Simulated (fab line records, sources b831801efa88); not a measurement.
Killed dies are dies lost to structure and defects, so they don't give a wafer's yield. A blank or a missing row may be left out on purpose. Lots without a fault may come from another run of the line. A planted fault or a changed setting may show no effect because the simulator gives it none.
Split-lot experiment | flow sfq_line | 5 lots, 23 wafers read, on a route of 325 steps

THE SPLIT
At SFQ_TRILAYER_M5_LITHO_COAT_123 (resist thk 600 nm), the setting resist_thk_nm was moved away from the recipe's 600 nm on 8 of the 23 wafers read, by -3.9% to +5.5%. The other wafers ran this setting at the recipe's value.

FROM THE SPLIT TO THE READING: what the file shows between them, 3 steps
- SFQ_TRILAYER_M5_LITHO_SOFTBAKE_127
- SFQ_TRILAYER_M5_LITHO_EXPOSE_124: exposes mask M5, target cd 700 nm
- SFQ_TRILAYER_M5_LITHO_DEVELOP_125: time 60 s

THE READING
KrF_of_TRILAYER_M5_LITHO_COAT_123.thk_nm (the simulator's own value, which no gauge read), in nm, at SFQ_TRILAYER_M5_BARC_OPEN_METAL_ETCH_161 (etches BARC in O2, target depth 125 nm, time 41.7 s). The file gives no usual value for it. The 15 wafers here that ran the recipe average 522.3 nm, standard deviation 1.3 nm.

wafer  | tool, chamber at the split | resist_thk_nm as run, nm | against the recipe | KrF_of_TRILAYER_M5_LITHO_COAT_123.thk_nm, nm | against lot-mates on the recipe
L080.2 | litho_track-04, 0          | 600                      | recipe             | 522.6                                        | -
L080.3 | litho_track-04, 0          | 600                      | recipe             | 522.6                                        | -
L080.4 | litho_track-04, 0          | 600                      | recipe             | 523.6                                        | -
L080.5 | litho_track-04, 0          | 600                      | recipe             | 522.5                                        | -
L080.6 | litho_track-04, 0          | 600                      | recipe             | 522                                          | -
L081.1 | litho_track-03, 0          | 600                      | recipe             | 519                                          | -
L081.2 | litho_track-03, 0          | 600                      | recipe             | 521.4                                        | -
L081.3 | litho_track-03, 0          | 600                      | recipe             | 521.1                                        | -
L082.1 | litho_track-03, 0          | 588                      | -2.0%              | 509.6                                        | -12.4
L082.3 | litho_track-03, 0          | 588                      | -2.0%              | 509.6                                        | -12.4
L082.2 | litho_track-03, 0          | 600                      | recipe             | 523.4                                        | -
L082.4 | litho_track-03, 0          | 588                      | -2.0%              | 508.7                                        | -13.3
L082.5 | litho_track-03, 0          | 600                      | recipe             | 520.7                                        | -
L084.1 | litho_track-04, 0          | 600                      | recipe             | 524.5                                        | -
L084.2 | litho_track-04, 0          | 576.8                    | -3.9%              | 498.7                                        | -25.3
L084.6 | litho_track-04, 0          | 576.8                    | -3.9%              | 498.7                                        | -25.3
L084.4 | litho_track-04, 0          | 576.8                    | -3.9%              | 499.2                                        | -24.8
L084.5 | litho_track-04, 0          | 600                      | recipe             | 523.5                                        | -
L085.1 | litho_track-04, 0          | 600                      | recipe             | 522.2                                        | -
L085.2 | litho_track-04, 0          | 632.9                    | +5.5%              | 556.7                                        | +34.4
L085.3 | litho_track-04, 0          | 600                      | recipe             | 523                                          | -
L085.5 | litho_track-04, 0          | 632.9                    | +5.5%              | 556                                          | +33.7
L085.6 | litho_track-04, 0          | 600                      | recipe             | 521.8                                        | -

THE FIT
A straight line over all 23 wafers: KrF_of_TRILAYER_M5_LITHO_COAT_123.thk_nm changes by +6.18 nm for each +1% of resist_thk_nm; r = +1.00; the points scatter about the line by 1.2 nm.
The same after taking each lot's own level away (the mean of its wafers on the recipe; 23 wafers): +6.33 nm for each +1%; r = +1.00; scatter 0.77 nm.
On that fit, the largest move of resist_thk_nm shifts the reading by 35 nm.
The lots' own levels span 520.50 to 524.00 nm, that is 2.7 times the standard deviation above.
So the lot-to-lot level changes the slope little: the two slopes agree.
Check: with one of the wafers moved furthest among these (+5.5%) left out of the fit, the line predicts +34.6 nm for it against its lot-mates. It came out at +34.4 nm against them.

OTHER SPLITS ON THESE WAFERS
These wafers also went through other splits before the reading. Each is held against what the fit with the lots' levels taken away leaves over:
other split on the same wafers              | wafers away from the commonest value | r with KrF_of_TRILAYER_M5_LITHO_COAT_123.thk_nm (lot level and that fit taken away)
SFQ_TRILAYER_JJ_CE_LITHO_PEB_117 peb_temp_c | 4                                    | +0.07

THE WHOLE CHAIN: every reading that the file lists as answering this split, in the file's order
step                                     | what it does                                        | reading                                                                                   | change (the file's fit)              | r (the file's)
SFQ_TRILAYER_M5_LITHO_COAT_123           | resist thk 600 nm                                   | KrF_of_TRILAYER_M5_LITHO_COAT_123.thk_nm (the simulator's own value, which no gauge read) | +6.24 nm for each +1% of the setting | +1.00
SFQ_TRILAYER_M5_BARC_OPEN_METAL_ETCH_161 | etches BARC in O2, target depth 125 nm, time 41.7 s | KrF_of_TRILAYER_M5_LITHO_COAT_123.thk_nm (the simulator's own value, which no gauge read) | +6.31 nm for each +1% of the setting | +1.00

THE FILE'S OWN FIT
KrF_of_TRILAYER_M5_LITHO_COAT_123.thk_nm changes by +6.31 nm for each +1% of resist_thk_nm, r = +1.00.
